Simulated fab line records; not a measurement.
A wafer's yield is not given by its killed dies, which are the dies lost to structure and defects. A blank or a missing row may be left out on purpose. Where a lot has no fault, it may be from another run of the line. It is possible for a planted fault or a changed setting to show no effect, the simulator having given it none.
fab line records / flow sky130
record lots=12 wafers=36 last_day=50
route steps=708 shown LDD_P@264 LDD_HVN@274 POLY_CUT@316 CONTACT@423
lots with no fault: from the same line, run without faults
start_h: hours from the record's first day to the start of the lot's first wafer shown / wait_h: hours from the lot's prior step to this one / " repeats the value in the row above / L1.1+2: a single row standing in for several wafers / - no value present, or no start provided / * or withheld: withheld / < > ~ a bound
route shown NAME@n: NAME is a module with steps in the file, n the number in the route of the first one / usual: average and standard deviation across the fault-free wafers / same: alike in all rows / chamber/n: place in a boat / sites: per-site readings / _std_site: the values' standard deviation / _edge_site: the outer-site mean with the inner-site mean subtracted / radius_mm: how far each site lies from the wafer's centre / mask NAME#n: copy n / behind: the most recent tool/chamber to have shaped the wafer / hold: why the lot went on hold/how many hours it stayed there/how the hold came to an end / device: transistor that didn't switch, given as n, p or np / end of line: the same wafers' tests at the end of the route / for a step that has no rows: nothing shown but its recipe / killed: dies lost to structure and defects at the first sort, not the wafer's yield / map: a wafer's dies, x killed, . not, _ none there
set.NAME: the setting as run; set.NAME@STEP: as run at that earlier step / model.NAME: the simulator's own value behind a step, which no gauge read
route steps across a sampled set of lots; one table per step, one row per wafer
services: when a tool's chamber went out of use (start_h, in hours from the record's first day, below 0 if earlier), for how many hours, and the reason
## steps
# step SKY_LDD_P_IMPLANT_09
# recipe species=BF2 energy_kev=25 dose_cm2=1e+13 tilt_deg=withheld
# usual dose_ions_cm2=9.998e+12/1e+10 end_station_pressure_torr=5.07e-06/2.8e-07 faraday_current_uA=56.4/1.1
# same implant_ion_amu=49
lot.wafer=L588.3 tool=implanter-03 chamber=0 start_h=440.03 wait_h=0.1 dose_ions_cm2=9.991e+12 end_station_pressure_torr=5.36e-06 faraday_current_uA=55.5
lot.wafer=L588.5 tool=implanter-03 chamber=0 start_h=440.03 wait_h=0.1 dose_ions_cm2=9.994e+12 end_station_pressure_torr=4.41e-06 faraday_current_uA=56.2
lot.wafer=L588.6 tool=implanter-03 chamber=0 start_h=440.03 wait_h=0.1 dose_ions_cm2=1.0001e+13 end_station_pressure_torr=4.88e-06 faraday_current_uA=56.5
lot.wafer=L589.2 tool=implanter-04 chamber=0 start_h=446.20 wait_h=0.0 dose_ions_cm2=9.993e+12 end_station_pressure_torr=4.87e-06 faraday_current_uA=55.9
lot.wafer=L589.4 tool=implanter-04 chamber=0 start_h=446.20 wait_h=0.0 dose_ions_cm2=1.0006e+13 end_station_pressure_torr=5.85e-06 faraday_current_uA=57.2
lot.wafer=L589.5 tool=implanter-04 chamber=0 start_h=446.20 wait_h=0.0 dose_ions_cm2=9.986e+12 end_station_pressure_torr=5.24e-06 faraday_current_uA=56.8
lot.wafer=L590.4 tool=implanter-04 chamber=0 start_h=454.41 wait_h=0.1 dose_ions_cm2=1.0004e+13 end_station_pressure_torr=5.6e-06 faraday_current_uA=56.4
lot.wafer=L590.5 tool=implanter-04 chamber=0 start_h=454.41 wait_h=0.1 dose_ions_cm2=9.994e+12 end_station_pressure_torr=4.73e-06 faraday_current_uA=55.9
lot.wafer=L590.6 tool=implanter-04 chamber=0 start_h=454.41 wait_h=0.1 dose_ions_cm2=1.0015e+13 end_station_pressure_torr=4.75e-06 faraday_current_uA=56.3
lot.wafer=L591.1 tool=implanter-01 chamber=0 start_h=468.88 wait_h=0.0 dose_ions_cm2=9.995e+12 end_station_pressure_torr=5.02e-06 faraday_current_uA=56.1
lot.wafer=L591.3 tool=implanter-01 chamber=0 start_h=468.88 wait_h=0.0 dose_ions_cm2=1e+13 end_station_pressure_torr=5.27e-06 faraday_current_uA=57.7
lot.wafer=L591.6 tool=implanter-01 chamber=0 start_h=468.88 wait_h=0.0 dose_ions_cm2=1.0016e+13 end_station_pressure_torr=4.93e-06 faraday_current_uA=56.1
lot.wafer=L595.3 tool=implanter-04 chamber=0 start_h=506.93 wait_h=0.1 dose_ions_cm2=9.98e+12 end_station_pressure_torr=5.64e-06 faraday_current_uA=55.7
lot.wafer=L595.5 tool=implanter-04 chamber=0 start_h=506.93 wait_h=0.1 dose_ions_cm2=9.993e+12 end_station_pressure_torr=4.67e-06 faraday_current_uA=56.6
lot.wafer=L595.6 tool=implanter-04 chamber=0 start_h=506.93 wait_h=0.1 dose_ions_cm2=9.999e+12 end_station_pressure_torr=5.04e-06 faraday_current_uA=56.9
lot.wafer=L598.1 tool=implanter-03 chamber=0 start_h=534.29 wait_h=0.0 dose_ions_cm2=1.001e+13 end_station_pressure_torr=5.2e-06 faraday_current_uA=53.8
lot.wafer=L598.2 tool=implanter-03 chamber=0 start_h=534.29 wait_h=0.0 dose_ions_cm2=9.991e+12 end_station_pressure_torr=4.73e-06 faraday_current_uA=57.6
lot.wafer=L598.6 tool=implanter-03 chamber=0 start_h=534.29 wait_h=0.0 dose_ions_cm2=1.0003e+13 end_station_pressure_torr=4.96e-06 faraday_current_uA=57.2
lot.wafer=L599.2 tool=implanter-01 chamber=0 start_h=540.63 wait_h=0.0 dose_ions_cm2=1.0019e+13 end_station_pressure_torr=5.26e-06 faraday_current_uA=56.3
lot.wafer=L599.4 tool=implanter-01 chamber=0 start_h=540.63 wait_h=0.0 dose_ions_cm2=9.995e+12 end_station_pressure_torr=5.37e-06 faraday_current_uA=56.6
lot.wafer=L599.5 tool=implanter-01 chamber=0 start_h=540.63 wait_h=0.0 dose_ions_cm2=1.0001e+13 end_station_pressure_torr=5.19e-06 faraday_current_uA=57.0
lot.wafer=L600.1 tool=implanter-04 chamber=0 start_h=549.68 wait_h=0.0 dose_ions_cm2=8.622e+12 end_station_pressure_torr=4.77e-06 faraday_current_uA=48.6
lot.wafer=L600.2 tool=implanter-04 chamber=0 start_h=549.68 wait_h=0.0 dose_ions_cm2=8.615e+12 end_station_pressure_torr=5.28e-06 faraday_current_uA=48.3
lot.wafer=L600.6 tool=implanter-04 chamber=0 start_h=549.68 wait_h=0.0 dose_ions_cm2=8.615e+12 end_station_pressure_torr=5.08e-06 faraday_current_uA=48.1
lot.wafer=L601.1 tool=implanter-04 chamber=0 start_h=557.34 wait_h=0.0 dose_ions_cm2=8.611e+12 end_station_pressure_torr=5.46e-06 faraday_current_uA=48.0
lot.wafer=L601.5 tool=implanter-04 chamber=0 start_h=557.34 wait_h=0.0 dose_ions_cm2=8.637e+12 end_station_pressure_torr=5.07e-06 faraday_current_uA=49.3
lot.wafer=L601.6 tool=implanter-04 chamber=0 start_h=557.34 wait_h=0.0 dose_ions_cm2=8.613e+12 end_station_pressure_torr=4.58e-06 faraday_current_uA=48.2
lot.wafer=L602.2 tool=implanter-01 chamber=0 start_h=562.68 wait_h=0.0 dose_ions_cm2=1.0015e+13 end_station_pressure_torr=4.92e-06 faraday_current_uA=54.3
lot.wafer=L602.4 tool=implanter-01 chamber=0 start_h=562.68 wait_h=0.0 dose_ions_cm2=1.0012e+13 end_station_pressure_torr=5.25e-06 faraday_current_uA=55.4
lot.wafer=L602.5 tool=implanter-01 chamber=0 start_h=562.68 wait_h=0.0 dose_ions_cm2=1.0005e+13 end_station_pressure_torr=5.13e-06 faraday_current_uA=56.2
lot.wafer=L609.1 tool=implanter-03 chamber=0 start_h=624.89 wait_h=0.0 dose_ions_cm2=1.0011e+13 end_station_pressure_torr=5.09e-06 faraday_current_uA=55.8
lot.wafer=L609.2 tool=implanter-03 chamber=0 start_h=624.89 wait_h=0.0 dose_ions_cm2=9.986e+12 end_station_pressure_torr=5.27e-06 faraday_current_uA=55.9
lot.wafer=L609.5 tool=implanter-03 chamber=0 start_h=624.89 wait_h=0.0 dose_ions_cm2=9.979e+12 end_station_pressure_torr=5e-06 faraday_current_uA=55.5
lot.wafer=L610.2 tool=implanter-03 chamber=0 start_h=631.16 wait_h=0.0 dose_ions_cm2=1.0005e+13 end_station_pressure_torr=4.86e-06 faraday_current_uA=58.6
lot.wafer=L610.3 tool=implanter-03 chamber=0 start_h=631.16 wait_h=0.0 dose_ions_cm2=9.996e+12 end_station_pressure_torr=4.88e-06 faraday_current_uA=57.2
lot.wafer=L610.6 tool=implanter-03 chamber=0 start_h=631.16 wait_h=0.0 dose_ions_cm2=1.0009e+13 end_station_pressure_torr=5.17e-06 faraday_current_uA=56.8
# step SKY_LDD_P_TW_MEAS_11
# usual LDD_P_TW=630/4
lot.wafer=L588.3 tool=film_metro-04 chamber=- start_h=440.25 wait_h=0.1 LDD_P_TW=641
lot.wafer=L588.5 tool=film_metro-04 chamber=- start_h=440.25 wait_h=0.1 LDD_P_TW=639
lot.wafer=L588.6 tool=film_metro-04 chamber=- start_h=440.25 wait_h=0.1 LDD_P_TW=634
lot.wafer=L589.2 tool=film_metro-03 chamber=- start_h=446.44 wait_h=0.1 LDD_P_TW=626
lot.wafer=L589.4 tool=film_metro-03 chamber=- start_h=446.44 wait_h=0.1 LDD_P_TW=626
lot.wafer=L589.5 tool=film_metro-03 chamber=- start_h=446.44 wait_h=0.1 LDD_P_TW=626
lot.wafer=L590.4 tool=film_metro-04 chamber=- start_h=454.62 wait_h=0.1 LDD_P_TW=639
lot.wafer=L590.5 tool=film_metro-04 chamber=- start_h=454.62 wait_h=0.1 LDD_P_TW=638
lot.wafer=L590.6 tool=film_metro-04 chamber=- start_h=454.62 wait_h=0.1 LDD_P_TW=632
lot.wafer=L591.1 tool=film_metro-03 chamber=- start_h=469.13 wait_h=0.1 LDD_P_TW=628
lot.wafer=L591.3 tool=film_metro-03 chamber=- start_h=469.13 wait_h=0.1 LDD_P_TW=627
lot.wafer=L591.6 tool=film_metro-03 chamber=- start_h=469.13 wait_h=0.1 LDD_P_TW=626
lot.wafer=L595.3 tool=film_metro-04 chamber=- start_h=507.15 wait_h=0.1 LDD_P_TW=630
lot.wafer=L595.5 tool=film_metro-04 chamber=- start_h=507.15 wait_h=0.1 LDD_P_TW=631
lot.wafer=L595.6 tool=film_metro-04 chamber=- start_h=507.15 wait_h=0.1 LDD_P_TW=629
lot.wafer=L598.1 tool=film_metro-04 chamber=- start_h=534.54 wait_h=0.1 LDD_P_TW=631
lot.wafer=L598.2 tool=film_metro-04 chamber=- start_h=534.54 wait_h=0.1 LDD_P_TW=628
lot.wafer=L598.6 tool=film_metro-04 chamber=- start_h=534.54 wait_h=0.1 LDD_P_TW=630
lot.wafer=L599.2 tool=film_metro-03 chamber=- start_h=540.87 wait_h=0.1 LDD_P_TW=624
lot.wafer=L599.4 tool=film_metro-03 chamber=- start_h=540.87 wait_h=0.1 LDD_P_TW=628
lot.wafer=L599.5 tool=film_metro-03 chamber=- start_h=540.87 wait_h=0.1 LDD_P_TW=627
lot.wafer=L600.1 tool=film_metro-02 chamber=- start_h=549.93 wait_h=0.1 LDD_P_TW=603
lot.wafer=L600.2 tool=film_metro-02 chamber=- start_h=549.93 wait_h=0.1 LDD_P_TW=606
lot.wafer=L600.6 tool=film_metro-02 chamber=- start_h=549.93 wait_h=0.1 LDD_P_TW=605
lot.wafer=L601.1 tool=film_metro-04 chamber=- start_h=557.59 wait_h=0.1 LDD_P_TW=596
lot.wafer=L601.5 tool=film_metro-04 chamber=- start_h=557.59 wait_h=0.1 LDD_P_TW=597
lot.wafer=L601.6 tool=film_metro-04 chamber=- start_h=557.59 wait_h=0.1 LDD_P_TW=599
lot.wafer=L602.2 tool=film_metro-03 chamber=- start_h=562.92 wait_h=0.1 LDD_P_TW=625
lot.wafer=L602.4 tool=film_metro-03 chamber=- start_h=562.92 wait_h=0.1 LDD_P_TW=624
lot.wafer=L602.5 tool=film_metro-03 chamber=- start_h=562.92 wait_h=0.1 LDD_P_TW=624
lot.wafer=L609.1 tool=film_metro-04 chamber=- start_h=625.14 wait_h=0.1 LDD_P_TW=635
lot.wafer=L609.2 tool=film_metro-04 chamber=- start_h=625.14 wait_h=0.1 LDD_P_TW=635
lot.wafer=L609.5 tool=film_metro-04 chamber=- start_h=625.14 wait_h=0.1 LDD_P_TW=633
lot.wafer=L610.2 tool=film_metro-03 chamber=- start_h=631.40 wait_h=0.1 LDD_P_TW=627
lot.wafer=L610.3 tool=film_metro-03 chamber=- start_h=631.40 wait_h=0.1 LDD_P_TW=628
lot.wafer=L610.6 tool=film_metro-03 chamber=- start_h=631.40 wait_h=0.1 LDD_P_TW=627
# step SKY_LDD_HVN_OVL_MEAS_07
# usual LDD_HVN_OVL=-0.1/1.2
lot.wafer=L588.3 tool=overlay-01 chamber=- start_h=470.64 wait_h=0.1 LDD_HVN_OVL[nm]=-1.1
lot.wafer=L588.5 tool=overlay-01 chamber=- start_h=470.64 wait_h=0.1 LDD_HVN_OVL[nm]=-2.3
lot.wafer=L588.6 tool=overlay-01 chamber=- start_h=470.64 wait_h=0.1 LDD_HVN_OVL[nm]=-0.6
lot.wafer=L589.2 tool=overlay-02 chamber=- start_h=475.88 wait_h=0.1 LDD_HVN_OVL[nm]=2.4
lot.wafer=L589.4 tool=overlay-02 chamber=- start_h=475.88 wait_h=0.1 LDD_HVN_OVL[nm]=-0.3
lot.wafer=L589.5 tool=overlay-02 chamber=- start_h=475.88 wait_h=0.1 LDD_HVN_OVL[nm]=2.0
lot.wafer=L590.4 tool=overlay-02 chamber=- start_h=485.12 wait_h=0.1 LDD_HVN_OVL[nm]=-0.8
lot.wafer=L590.5 tool=overlay-02 chamber=- start_h=485.12 wait_h=0.1 LDD_HVN_OVL[nm]=-0.3
lot.wafer=L590.6 tool=overlay-02 chamber=- start_h=485.12 wait_h=0.1 LDD_HVN_OVL[nm]=-1.2
lot.wafer=L591.1 tool=overlay-02 chamber=- start_h=499.22 wait_h=0.1 LDD_HVN_OVL[nm]=1.2
lot.wafer=L591.3 tool=overlay-02 chamber=- start_h=499.22 wait_h=0.1 LDD_HVN_OVL[nm]=0.2
lot.wafer=L591.6 tool=overlay-02 chamber=- start_h=499.22 wait_h=0.1 LDD_HVN_OVL[nm]=2.9
lot.wafer=L595.3 tool=overlay-02 chamber=- start_h=537.23 wait_h=0.1 LDD_HVN_OVL[nm]=0.5
lot.wafer=L595.5 tool=overlay-02 chamber=- start_h=537.23 wait_h=0.1 LDD_HVN_OVL[nm]=-0.9
lot.wafer=L595.6 tool=overlay-02 chamber=- start_h=537.23 wait_h=0.1 LDD_HVN_OVL[nm]=0.6
lot.wafer=L598.1 tool=overlay-02 chamber=- start_h=564.95 wait_h=0.1 LDD_HVN_OVL[nm]=1.7
lot.wafer=L598.2 tool=overlay-02 chamber=- start_h=564.95 wait_h=0.1 LDD_HVN_OVL[nm]=1.1
lot.wafer=L598.6 tool=overlay-02 chamber=- start_h=564.95 wait_h=0.1 LDD_HVN_OVL[nm]=1.9
lot.wafer=L599.2 tool=overlay-01 chamber=- start_h=570.11 wait_h=0.1 LDD_HVN_OVL[nm]=-2.3
lot.wafer=L599.4 tool=overlay-01 chamber=- start_h=570.11 wait_h=0.1 LDD_HVN_OVL[nm]=-0.1
lot.wafer=L599.5 tool=overlay-01 chamber=- start_h=570.11 wait_h=0.1 LDD_HVN_OVL[nm]=-1.6
lot.wafer=L600.1 tool=overlay-01 chamber=- start_h=579.15 wait_h=0.1 LDD_HVN_OVL[nm]=-2.9
lot.wafer=L600.2 tool=overlay-01 chamber=- start_h=579.15 wait_h=0.1 LDD_HVN_OVL[nm]=0.4
lot.wafer=L600.6 tool=overlay-01 chamber=- start_h=579.15 wait_h=0.1 LDD_HVN_OVL[nm]=-1.9
lot.wafer=L601.1 tool=overlay-02 chamber=- start_h=586.92 wait_h=0.1 LDD_HVN_OVL[nm]=1.7
lot.wafer=L601.5 tool=overlay-02 chamber=- start_h=586.92 wait_h=0.1 LDD_HVN_OVL[nm]=-1.8
lot.wafer=L601.6 tool=overlay-02 chamber=- start_h=586.92 wait_h=0.1 LDD_HVN_OVL[nm]=1.6
lot.wafer=L602.2 tool=overlay-02 chamber=- start_h=591.77 wait_h=0.1 LDD_HVN_OVL[nm]=0.8
lot.wafer=L602.4 tool=overlay-02 chamber=- start_h=591.77 wait_h=0.1 LDD_HVN_OVL[nm]=-0.2
lot.wafer=L602.5 tool=overlay-02 chamber=- start_h=591.77 wait_h=0.1 LDD_HVN_OVL[nm]=0.6
lot.wafer=L609.1 tool=overlay-02 chamber=- start_h=653.65 wait_h=0.1 LDD_HVN_OVL[nm]=1.0
lot.wafer=L609.2 tool=overlay-02 chamber=- start_h=653.65 wait_h=0.1 LDD_HVN_OVL[nm]=-0.2
lot.wafer=L609.5 tool=overlay-02 chamber=- start_h=653.65 wait_h=0.1 LDD_HVN_OVL[nm]=-0.9
lot.wafer=L610.2 tool=overlay-02 chamber=- start_h=658.91 wait_h=0.1 LDD_HVN_OVL[nm]=-0.9
lot.wafer=L610.3 tool=overlay-02 chamber=- start_h=658.91 wait_h=0.1 LDD_HVN_OVL[nm]=-0.9
lot.wafer=L610.6 tool=overlay-02 chamber=- start_h=658.91 wait_h=0.1 LDD_HVN_OVL[nm]=0.1
# step SKY_POLY_CUT_OVL_MEAS_09
# usual POLY_CUT_OVL=-5/4.1
lot.wafer=L588.3 tool=overlay-01 chamber=- start_h=562.33 wait_h=0.1 POLY_CUT_OVL[nm]=2
lot.wafer=L588.5 tool=overlay-01 chamber=- start_h=562.33 wait_h=0.1 POLY_CUT_OVL[nm]=-3
lot.wafer=L588.6 tool=overlay-01 chamber=- start_h=562.33 wait_h=0.1 POLY_CUT_OVL[nm]=-2
lot.wafer=L589.2 tool=overlay-02 chamber=- start_h=567.80 wait_h=0.1 POLY_CUT_OVL[nm]=-6
lot.wafer=L589.4 tool=overlay-02 chamber=- start_h=567.80 wait_h=0.1 POLY_CUT_OVL[nm]=-6
lot.wafer=L589.5 tool=overlay-02 chamber=- start_h=567.80 wait_h=0.1 POLY_CUT_OVL[nm]=-2
lot.wafer=L590.4 tool=overlay-01 chamber=- start_h=578.04 wait_h=0.1 POLY_CUT_OVL[nm]=2
lot.wafer=L590.5 tool=overlay-01 chamber=- start_h=578.04 wait_h=0.1 POLY_CUT_OVL[nm]=-5
lot.wafer=L590.6 tool=overlay-01 chamber=- start_h=578.04 wait_h=0.1 POLY_CUT_OVL[nm]=5
lot.wafer=L591.1 tool=overlay-01 chamber=- start_h=591.32 wait_h=0.1 POLY_CUT_OVL[nm]=-7
lot.wafer=L591.3 tool=overlay-01 chamber=- start_h=591.32 wait_h=0.1 POLY_CUT_OVL[nm]=1
lot.wafer=L591.6 tool=overlay-01 chamber=- start_h=591.32 wait_h=0.1 POLY_CUT_OVL[nm]=-3
lot.wafer=L595.3 tool=overlay-01 chamber=- start_h=626.60 wait_h=0.1 POLY_CUT_OVL[nm]=-5
lot.wafer=L595.5 tool=overlay-01 chamber=- start_h=626.60 wait_h=0.1 POLY_CUT_OVL[nm]=-4
lot.wafer=L595.6 tool=overlay-01 chamber=- start_h=626.60 wait_h=0.1 POLY_CUT_OVL[nm]=2
lot.wafer=L598.1 tool=overlay-02 chamber=- start_h=654.75 wait_h=0.1 POLY_CUT_OVL[nm]=-4
lot.wafer=L598.2 tool=overlay-02 chamber=- start_h=654.75 wait_h=0.1 POLY_CUT_OVL[nm]=-2
lot.wafer=L598.6 tool=overlay-02 chamber=- start_h=654.75 wait_h=0.1 POLY_CUT_OVL[nm]=-10
lot.wafer=L599.2 tool=overlay-02 chamber=- start_h=660.28 wait_h=0.1 POLY_CUT_OVL[nm]=-2
lot.wafer=L599.4 tool=overlay-02 chamber=- start_h=660.28 wait_h=0.1 POLY_CUT_OVL[nm]=-4
lot.wafer=L599.5 tool=overlay-02 chamber=- start_h=660.28 wait_h=0.1 POLY_CUT_OVL[nm]=-7
lot.wafer=L600.1 tool=overlay-02 chamber=- start_h=667.82 wait_h=0.1 POLY_CUT_OVL[nm]=-1
lot.wafer=L600.2 tool=overlay-02 chamber=- start_h=667.82 wait_h=0.1 POLY_CUT_OVL[nm]=-10
lot.wafer=L600.6 tool=overlay-02 chamber=- start_h=667.82 wait_h=0.1 POLY_CUT_OVL[nm]=-7
lot.wafer=L601.1 tool=overlay-02 chamber=- start_h=675.41 wait_h=0.1 POLY_CUT_OVL[nm]=-13
lot.wafer=L601.5 tool=overlay-02 chamber=- start_h=675.41 wait_h=0.1 POLY_CUT_OVL[nm]=-11
lot.wafer=L601.6 tool=overlay-02 chamber=- start_h=675.41 wait_h=0.1 POLY_CUT_OVL[nm]=-4
lot.wafer=L602.2 tool=overlay-02 chamber=- start_h=679.93 wait_h=0.1 POLY_CUT_OVL[nm]=0
lot.wafer=L602.4 tool=overlay-02 chamber=- start_h=679.93 wait_h=0.1 POLY_CUT_OVL[nm]=-2
lot.wafer=L602.5 tool=overlay-02 chamber=- start_h=679.93 wait_h=0.1 POLY_CUT_OVL[nm]=-7
lot.wafer=L609.1 tool=overlay-01 chamber=- start_h=740.17 wait_h=0.1 POLY_CUT_OVL[nm]=-2
lot.wafer=L609.2 tool=overlay-01 chamber=- start_h=740.17 wait_h=0.1 POLY_CUT_OVL[nm]=1
lot.wafer=L609.5 tool=overlay-01 chamber=- start_h=740.17 wait_h=0.1 POLY_CUT_OVL[nm]=-8
lot.wafer=L610.2 tool=overlay-01 chamber=- start_h=746.23 wait_h=0.1 POLY_CUT_OVL[nm]=-4
lot.wafer=L610.3 tool=overlay-01 chamber=- start_h=746.23 wait_h=0.1 POLY_CUT_OVL[nm]=-8
lot.wafer=L610.6 tool=overlay-01 chamber=- start_h=746.23 wait_h=0.1 POLY_CUT_OVL[nm]=-4
# step SKY_CONTACT_ETCH_17
# recipe target=SiO2 chemistry=C4F8/O2/Ar stop_on=Si3N4 mask_material=KrF-thick source_w=1500 bias_w=1200 pressure_mtorr=40 c4f8_flow_sccm=withheld O2_flow_sccm=6 Ar_flow_sccm=300 time_s=withheld target_depth_a=3400
# usual oes_product_au=0.891/0.0047 rf_fwd_power_W=1486/5.5
lot.wafer=L588.3 tool=rie_diel-03 chamber=2 start_h=738.38 wait_h=0.0 oes_product_au=0.894 rf_fwd_power_W=1481
lot.wafer=L588.5 tool=rie_diel-03 chamber=3 start_h=738.38 wait_h=0.0 oes_product_au=0.891 rf_fwd_power_W=1481
lot.wafer=L588.6 tool=rie_diel-03 chamber=2 start_h=738.38 wait_h=0.0 oes_product_au=0.886 rf_fwd_power_W=1491
lot.wafer=L589.2 tool=rie_diel-01 chamber=1 start_h=744.11 wait_h=0.0 oes_product_au=0.886 rf_fwd_power_W=1494
lot.wafer=L589.4 tool=rie_diel-01 chamber=3 start_h=744.11 wait_h=0.0 oes_product_au=0.887 rf_fwd_power_W=1491
lot.wafer=L589.5 tool=rie_diel-01 chamber=3 start_h=744.11 wait_h=0.0 oes_product_au=0.889 rf_fwd_power_W=1488
lot.wafer=L590.4 tool=rie_diel-02 chamber=0 start_h=752.56 wait_h=0.0 oes_product_au=0.895 rf_fwd_power_W=1496
lot.wafer=L590.5 tool=rie_diel-02 chamber=2 start_h=752.56 wait_h=0.0 oes_product_au=0.883 rf_fwd_power_W=1487
lot.wafer=L590.6 tool=rie_diel-02 chamber=1 start_h=752.56 wait_h=0.0 oes_product_au=0.904 rf_fwd_power_W=1476
lot.wafer=L591.1 tool=rie_diel-02 chamber=0 start_h=766.52 wait_h=0.0 oes_product_au=0.892 rf_fwd_power_W=1485
lot.wafer=L591.3 tool=rie_diel-02 chamber=2 start_h=766.52 wait_h=0.0 oes_product_au=0.893 rf_fwd_power_W=1483
lot.wafer=L591.6 tool=rie_diel-02 chamber=2 start_h=766.52 wait_h=0.0 oes_product_au=0.889 rf_fwd_power_W=1483
lot.wafer=L595.3 tool=rie_diel-02 chamber=2 start_h=799.52 wait_h=0.0 oes_product_au=0.895 rf_fwd_power_W=1484
lot.wafer=L595.5 tool=rie_diel-02 chamber=1 start_h=799.52 wait_h=0.0 oes_product_au=0.883 rf_fwd_power_W=1483
lot.wafer=L595.6 tool=rie_diel-02 chamber=2 start_h=799.52 wait_h=0.0 oes_product_au=0.895 rf_fwd_power_W=1481
lot.wafer=L598.1 tool=rie_diel-03 chamber=3 start_h=825.33 wait_h=0.0 oes_product_au=0.882 rf_fwd_power_W=1486
lot.wafer=L598.2 tool=rie_diel-03 chamber=1 start_h=825.33 wait_h=0.0 oes_product_au=0.888 rf_fwd_power_W=1478
lot.wafer=L598.6 tool=rie_diel-03 chamber=0 start_h=825.33 wait_h=0.0 oes_product_au=0.897 rf_fwd_power_W=1478
lot.wafer=L599.2 tool=rie_diel-03 chamber=1 start_h=829.18 wait_h=0.0 oes_product_au=0.889 rf_fwd_power_W=1484
lot.wafer=L599.4 tool=rie_diel-03 chamber=2 start_h=829.18 wait_h=0.0 oes_product_au=0.893 rf_fwd_power_W=1487
lot.wafer=L599.5 tool=rie_diel-03 chamber=3 start_h=829.18 wait_h=0.0 oes_product_au=0.884 rf_fwd_power_W=1488
lot.wafer=L600.1 tool=rie_diel-03 chamber=2 start_h=835.38 wait_h=0.0 oes_product_au=0.894 rf_fwd_power_W=1488
lot.wafer=L600.2 tool=rie_diel-03 chamber=1 start_h=835.38 wait_h=0.0 oes_product_au=0.891 rf_fwd_power_W=1489
lot.wafer=L600.6 tool=rie_diel-03 chamber=3 start_h=835.38 wait_h=0.0 oes_product_au=0.892 rf_fwd_power_W=1487
lot.wafer=L601.1 tool=rie_diel-02 chamber=0 start_h=845.06 wait_h=0.0 oes_product_au=0.888 rf_fwd_power_W=1482
lot.wafer=L601.5 tool=rie_diel-02 chamber=3 start_h=845.06 wait_h=0.0 oes_product_au=0.889 rf_fwd_power_W=1486
lot.wafer=L601.6 tool=rie_diel-02 chamber=0 start_h=845.06 wait_h=0.0 oes_product_au=0.882 rf_fwd_power_W=1490
lot.wafer=L602.2 tool=rie_diel-03 chamber=3 start_h=847.41 wait_h=0.0 oes_product_au=0.895 rf_fwd_power_W=1491
lot.wafer=L602.4 tool=rie_diel-03 chamber=2 start_h=847.41 wait_h=0.0 oes_product_au=0.890 rf_fwd_power_W=1484
lot.wafer=L602.5 tool=rie_diel-03 chamber=0 start_h=847.41 wait_h=0.0 oes_product_au=0.890 rf_fwd_power_W=1485
lot.wafer=L609.1 tool=rie_diel-01 chamber=0 start_h=901.26 wait_h=0.0 oes_product_au=0.885 rf_fwd_power_W=1484
lot.wafer=L609.2 tool=rie_diel-01 chamber=1 start_h=901.26 wait_h=0.0 oes_product_au=0.893 rf_fwd_power_W=1474
lot.wafer=L609.5 tool=rie_diel-01 chamber=2 start_h=901.26 wait_h=0.0 oes_product_au=0.887 rf_fwd_power_W=1499
lot.wafer=L610.2 tool=rie_diel-02 chamber=2 start_h=908.74 wait_h=0.0 oes_product_au=0.898 rf_fwd_power_W=1485
lot.wafer=L610.3 tool=rie_diel-02 chamber=3 start_h=908.74 wait_h=0.0 oes_product_au=0.897 rf_fwd_power_W=1491
lot.wafer=L610.6 tool=rie_diel-02 chamber=0 start_h=908.74 wait_h=0.0 oes_product_au=0.891 rf_fwd_power_W=1492
## services
tool=rie_diel-03 chamber=1 start_h=423.83 hours=10.1 kind=repair
tool=implanter-04 chamber=- start_h=424.33 hours=3.6 kind=repair
tool=rie_diel-02 chamber=2 start_h=468.21 hours=2.8 kind=repair
tool=rie_diel-03 chamber=3 start_h=477.82 hours=4.5 kind=repair
tool=rie_diel-02 chamber=2 start_h=500.73 hours=9.1 kind=repair
tool=rie_diel-03 chamber=1 start_h=510.63 hours=3.9 kind=repair
tool=implanter-04 chamber=- start_h=530.05 hours=2.7 kind=repair
tool=rie_diel-03 chamber=0 start_h=542.57 hours=6.9 kind=repair
tool=rie_diel-03 chamber=- start_h=580.21 hours=2.8 kind=pm
tool=rie_diel-02 chamber=2 start_h=605.21 hours=18.3 kind=repair
tool=implanter-04 chamber=- start_h=607.12 hours=0.7 kind=repair
tool=rie_diel-02 chamber=3 start_h=621.17 hours=9.9 kind=repair
tool=rie_diel-02 chamber=2 start_h=628.66 hours=6.9 kind=repair
tool=rie_diel-03 chamber=2 start_h=670.27 hours=11.5 kind=repair
tool=rie_diel-02 chamber=3 start_h=674.76 hours=8.8 kind=repair
tool=rie_diel-03 chamber=3 start_h=713.05 hours=9.3 kind=repair
tool=rie_diel-02 chamber=3 start_h=764.69 hours=3.4 kind=repair
tool=rie_diel-03 chamber=0 start_h=792.33 hours=14.0 kind=repair
tool=implanter-04 chamber=- start_h=835.00 hours=3.5 kind=pm
tool=rie_diel-03 chamber=1 start_h=862.36 hours=25.6 kind=repair
tool=implanter-04 chamber=- start_h=876.03 hours=6.4 kind=pm
tool=rie_diel-03 chamber=- start_h=881.04 hours=0.2 kind=repair
tool=rie_diel-02 chamber=1 start_h=907.24 hours=4.4 kind=repair
tool=rie_diel-03 chamber=3 start_h=907.79 hours=4.5 kind=repair
## key
first_sign step=SKY_LDD_P_IMPLANT_09 reading=dose_ions_cm2 direction=down sigmas=99+ usual=* struck=*
effect step=SKY_LDD_P_IMPLANT_09 reading=faraday_current_uA direction=down sigmas=7.2 usual=56.4 struck=48.4
effect step=SKY_LDD_P_TW_MEAS_11 reading=LDD_P_TW direction=down sigmas=7.2 usual=630 struck=601
met_at SKY_LDD_P_IMPLANT_09
struck_lots L600,L601
tester_left_out L600,L601
not_acting_at SKY_LDD_HVN_OVL_MEAS_07,SKY_POLY_CUT_OVL_MEAS_09,SKY_CONTACT_ETCH_17
onset_between 506.93 549.68
fault kind=process_parameter_drift tool=implanter-04 chamber=- onset_h=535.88 steps=SKY_LDD_P_IMPLANT_09 channel=dose_cm2 offset=* shape=step end_h=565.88 acts_in=* stated=*
# tester_left_out: of these lots the tester's yield and bins aren't shown, on N5 and GAA mostly nor the transistor test; their killed dies are dies lost to structure and defects alone, not to doping, threshold or leakage, so they don't give the yield
